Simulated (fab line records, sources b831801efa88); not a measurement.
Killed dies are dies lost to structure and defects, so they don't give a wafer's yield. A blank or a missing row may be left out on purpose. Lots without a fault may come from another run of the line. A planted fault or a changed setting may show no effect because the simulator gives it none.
Chamber matching | flow sky130 | SKY_PAD_OPEN_ETCH_07 on rie_diel-03: 4 sister chambers
The step etches the open film in CF4/O2, stops on AlCu, target depth 725 nm, time 161.1 s. 16 wafers are shown with their chamber, then 8 later ones without.

WAFERS WITH THEIR CHAMBER
wafer  | chamber | rf_fwd_power_W (W) | oes_product_au (a.u.) | throttle_valve_pct (%)
L074.1 | 1       | 805.9              | 0.973                 | 5.961
L074.3 | 3       | 802.1              | 0.983                 | 5.982
L074.4 | 0       | 816.0              | 0.985                 | 5.972
L080.2 | 0       | 806.7              | 0.973                 | 5.966
L080.4 | 3       | 806.7              | 0.981                 | 5.978
L080.5 | 0       | 812.8              | 0.957                 | 5.940
L083.3 | 2       | 807.3              | 0.976                 | 5.976
L083.4 | 3       | 806.2              | 0.980                 | 5.946
L083.5 | 0       | 806.4              | 0.983                 | 5.953
L086.1 | 3       | 804.6              | 0.969                 | 5.961
L086.4 | 0       | 803.7              | 0.991                 | 5.969
L086.5 | 0       | 810.3              | 0.986                 | 5.967
L087.2 | 3       | 807.5              | 0.987                 | 5.963
L087.4 | 1       | 805.3              | 0.986                 | 5.966
L087.6 | 2       | 807.6              | 0.973                 | 5.963
L092.2 | 2       | 809.1              | 0.978                 | 5.956

SIGNATURES (means of the wafers above)
reading            | chamber 0 | chamber 1 | chamber 2 | chamber 3 | scatter within a chamber
rf_fwd_power_W     | 809.317   | 805.600   | 808.000   | 805.420   | 3.23
oes_product_au     | 0.97917   | 0.97950   | 0.97567   | 0.98000   | 0.00932
throttle_valve_pct | 5.96117   | 5.96350   | 5.96500   | 5.96600   | 0.0123
Rule: a wafer's distance from a chamber is the root of the sum, over the readings, of the square of ((its reading less the chamber's mean) divided by the reading's scatter). The wafer belongs to the nearest chamber; if the next one is less than 2 further off, it can't be placed. The scatter: the root of (the sum of the squares of (reading less its chamber's mean) over the shown wafers, divided by (wafers less chambers)).

WAFERS WITHOUT THEIR CHAMBER
wafer  | rf_fwd_power_W (W) | oes_product_au (a.u.) | throttle_valve_pct (%)
L092.3 | 808.1              | 0.980                 | 5.976
L092.6 | 806.9              | 0.982                 | 5.960
L095.2 | 807.5              | 0.973                 | 5.957
L095.4 | 804.3              | 0.996                 | 5.965
L095.5 | 806.5              | 0.992                 | 5.986
L096.1 | 811.2              | 0.984                 | 5.954
L096.2 | 809.9              | 0.980                 | 5.953
L096.4 | 808.6              | 0.988                 | 5.964

WHICH CHAMBER EACH WENT THROUGH
wafer  | from the rows above               | in truth
L092.3 | can't be placed: 2 or 3 or 0 or 1 | 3
L092.6 | can't be placed: 1 or 3 or 0 or 2 | 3
L095.2 | can't be placed: 2 or 0 or 1 or 3 | 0
L095.4 | can't be placed: 3 or 1 or 0 or 2 | 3
L095.5 | can't be placed: 3 or 1 or 2 or 0 | 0
L096.1 | can't be placed: 0 or 2 or 1 or 3 | 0
L096.2 | can't be placed: 0 or 2 or 1 or 3 | 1
L096.4 | can't be placed: 0 or 1 or 3 or 2 | 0
Placed correctly: 0 of 8. Can't be placed from these rows: 8 (the true chamber is among the candidates in 8). Placed wrongly: 0.
